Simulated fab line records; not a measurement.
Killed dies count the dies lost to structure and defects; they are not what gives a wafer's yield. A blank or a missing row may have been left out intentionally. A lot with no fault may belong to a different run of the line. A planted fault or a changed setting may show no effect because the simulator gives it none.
Problem report in the 8D (eight disciplines) form, filled by code ; flow gf180mcu ; the parts of the form that need people (team, actions taken, sign-off) are left out

== 1. WHAT WENT WRONG ==
At GF_HV_LDD_IMPLANT_33, dose_ions_cm2 averages 8.5e+12 over 6 wafers from 2 lots, while fault-free wafers read 7.5e+12, standard deviation 7.7e+09. That is +99 or more standard deviations from the usual mean.
The first sign was on wafer L485.1 at day 17 04:21, on implanter-02. At this step, 42 wafers from 14 lots have a number in the record. Rule for "out" (also "out of limits"): further than 4 standard deviations from the usual mean. The rest of the wafers with a number are treated as sound.

== 2. WHAT IT IS AND WHAT IT IS NOT ==
question;is;is not
which readings at this step;dose_ions_cm2, faraday_current_uA;-
which lots;L485, L489;L469, L474, L475, L476, L478, L479, L480, L481, L483, L484, L487, L488
which wafers of those lots;all that have a number;-
read on which tools;implanter-02;implanter-01, implanter-03
when;from day 17 04:21;"up to then (30 sound wafers); but 6 sound wafers of L487, L488 came after"

== 3. THE SUSPECTS, EACH WITH WHAT RULES IT OUT ==
Counting: a tool stays on the suspect list if, at a process step up to the reading, it processed all lots that are out and no sound lot following the first of them.
- implanter-02 at GF_HV_LDD_IMPLANT_33: kept. It ran every lot that is out, first L485 (day 17 04:21), and no sound lot after that; its last sound lot up to then is L480 (day 15 16:35). Out on those wafers are its own readings of dose_ions_cm2, faraday_current_uA.
The count leaves implanter-02 at GF_HV_LDD_IMPLANT_33.

== 4. THE CAUSE (what the simulator had put in) ==
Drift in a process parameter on implanter-02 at GF_HV_LDD_IMPLANT_33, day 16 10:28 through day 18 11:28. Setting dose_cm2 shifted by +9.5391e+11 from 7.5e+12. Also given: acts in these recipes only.
The count eliminated every tool but this one.

== 5. THE EFFECT CHAIN, in route order ==
Each row: a reading whose mean over the struck wafers that have a number lies more than 3 standard deviations from the usual. Only readings whose record carries a usual standard deviation are examined. hours: median over the lots of the time between each lot's start at the first step of this table that gives one and its start at this step. sigmas: the change, counted in usual standard deviations.
hours;step;reading;usual;on struck wafers;change;sigmas
0;GF_HV_LDD_IMPLANT_33;dose_ions_cm2;7.5e+12;8.5e+12;+9.6e+11;+99 or more
0;GF_HV_LDD_IMPLANT_33;faraday_current_uA;42.2;47.5;+5.3;+6.7
The process steps in it:
- GF_HV_LDD_IMPLANT_33
Later measuring or inspecting steps at which every struck wafer that the step has a row for has a number for every such reading, and none has moved that far: GF_M2_CD_MEAS_14.

== 6. WHAT WOULD HAVE CAUGHT IT SOONER ==
First out-of-limits reading in this record: day 17 04:21, which is 18 hours after fault onset at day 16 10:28.
